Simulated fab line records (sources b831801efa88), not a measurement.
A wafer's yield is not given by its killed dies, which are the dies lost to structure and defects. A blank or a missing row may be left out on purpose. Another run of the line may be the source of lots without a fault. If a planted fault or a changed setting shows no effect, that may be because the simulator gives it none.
2 desks looking at one fault | flow sky130 | numbers are kept per desk, each desk with only its own; the story behind them comes last

FOR THE TOOL OWNER'S DESK: plasma_asher-01
The tool's own readings at SKY_PWDE_STRIP_09 (strips in O2/N2): means of the sampled wafers that have a number, for each lot that ran on this tool. Any lot whose mean is over 4 standard deviations away from the usual mean is out of limits and marked OUT; that distance is given in the brackets.
Columns: A = drypump_motor_current_A at SKY_PWDE_STRIP_09, usual 5.8 A; B = oes_product_au at SKY_PWDE_STRIP_09, usual 0.722 a.u.; C = strip_time_to_endpoint_s at SKY_PWDE_STRIP_09, usual 36.96 s
lot  | first seen here | A   | B               | C
L883 | day 3 19:10     | 6.0 | 0.719           | 37.05
L892 | day 6 03:29     | 6.0 | 0.928 (+47) OUT | -
L900 | day 8 05:57     | 5.7 | 0.721           | 37.05
L905 | day 8 22:26     | 6.0 | 0.719           | 36.98
L906 | day 9 09:55     | 6.0 | 0.723           | 37.03
This desk's finding: out of limits on L892; first on L892, day 6 03:29 (oes_product_au at SKY_PWDE_STRIP_09). Within limits: L883, L900, L905, L906.

METROLOGY DESK
Lot by lot, what the gauges showed, no matter which tool ran the lot: averages of those sampled wafers that carry a number. Any lot whose mean is over 4 standard deviations away from the usual mean is out of limits and marked OUT; that distance is given in the brackets.
Columns: A = NWELL_OXIDATION_THK at SKY_NWELL_THK_MEAS_02, usual 10.00 nm; B = NWELL_TW at SKY_NWELL_TW_MEAS_15, usual 1809
lot  | first seen here | A     | B
L883 | day 2 12:03     | 10.17 | 1820
L884 | day 2 17:40     | 9.92  | 1781
L885 | day 2 21:41     | 10.13 | 1786
L892 | day 4 16:04     | 10.02 | 30 (-99 or more) OUT
L896 | day 5 07:24     | 9.92  | 1834
L899 | day 5 22:40     | 9.87  | 1822
L901 | day 6 13:38     | 10.14 | 1816
L900 | day 6 15:02     | 9.99  | 1838
L902 | day 6 19:34     | 9.87  | 1796
L903 | day 6 23:22     | 9.92  | 1838
L904 | day 7 01:19     | 9.90  | 1813
L905 | day 7 05:27     | 9.93  | 1809
L906 | day 7 14:59     | 9.86  | 1797
Finding of this desk: L892 out of limits, first seen on L892 at day 6 23:07 (NWELL_TW at SKY_NWELL_TW_MEAS_15). Within limits: L883, L884, L885, L896, L899, L901, L900, L902, L903, L904, L905, L906.

ALL TOGETHER
The tool owner's desk could have raised an alarm at day 6 03:29, on L892.
At day 6 23:07 the metrology desk could have sounded an alarm, on L892.
The lots listed all ran SKY_PWDE_STRIP_09 on plasma_asher-01.

WHAT THE SIMULATOR PUT IN
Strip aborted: plasma_asher-01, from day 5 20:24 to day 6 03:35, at SKY_PWDE_STRIP_09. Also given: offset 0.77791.
Lots struck among those shown: L892.
Hours from the fault's start to each desk's first reading out of limits: the tool owner's desk, 7; the metrology desk, 27.
